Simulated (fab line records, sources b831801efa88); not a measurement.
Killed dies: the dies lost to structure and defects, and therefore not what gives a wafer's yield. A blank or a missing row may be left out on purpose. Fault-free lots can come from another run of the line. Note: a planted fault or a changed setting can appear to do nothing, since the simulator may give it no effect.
Which of the tools did it? | flow sky130 | route of 708 steps, sampled at 1 step: 11 lots, 33 wafers

== WHAT EACH GAUGE READ, for each wafer ==
SKY_RES_PROTECT_TW_MEAS_08.
lot  | measured     | on           | POLY_GATE_TW
L404 | day 14 22:37 | filmMetro-03 | 4042 4043 4065
L410 | day 17 21:24 | filmMetro-04 | 4106 4096 4086
L411 | day 17 21:29 | filmMetro-02 | 4167 4143 4143
L412 | day 18 05:55 | filmMetro-04 | 4075 4122 4109
L413 | day 18 23:53 | filmMetro-02 | 4110 4099 4077
L416 | day 19 19:20 | filmMetro-02 | 4125 4100 4114
L417 | day 19 19:42 | filmMetro-04 | 4088 4092 4096
L422 | day 22 10:19 | filmMetro-02 | 4098 4084 4090
L423 | day 22 15:14 | filmMetro-03 | 4041 4040 4023
L425 | day 23 06:05 | filmMetro-04 | 4100 4103 4127
L426 | day 23 17:14 | filmMetro-03 | 4081 4073 4076

== WHICH TOOL RAN EACH LOT (tool, then ch and the chambers of the sampled wafers, then the start) ==
There is no process step in the record ahead of these readings.

== THE ANSWER, worked out from the rows above alone ==
Rule: the lots themselves supply what counts as usual. The widest of any qualifying gaps counts: lots, ordered by their means at a reading, are off when they make up no more than a third of the lots, leave a main group of 4 or more, and stand apart from it by 3 or more times the standard deviation of that group's means. Not used: any main group whose means are identical at the precision the tables above print for the reading. Also off: a lot with no number at a reading for which 4 or more lots have one. All remaining lots with rows at the step are treated as sound.
Across all readings shown, no lot is off: no conclusion can be drawn from this.

== WHAT WAS PUT IN BY THE SIMULATOR ==
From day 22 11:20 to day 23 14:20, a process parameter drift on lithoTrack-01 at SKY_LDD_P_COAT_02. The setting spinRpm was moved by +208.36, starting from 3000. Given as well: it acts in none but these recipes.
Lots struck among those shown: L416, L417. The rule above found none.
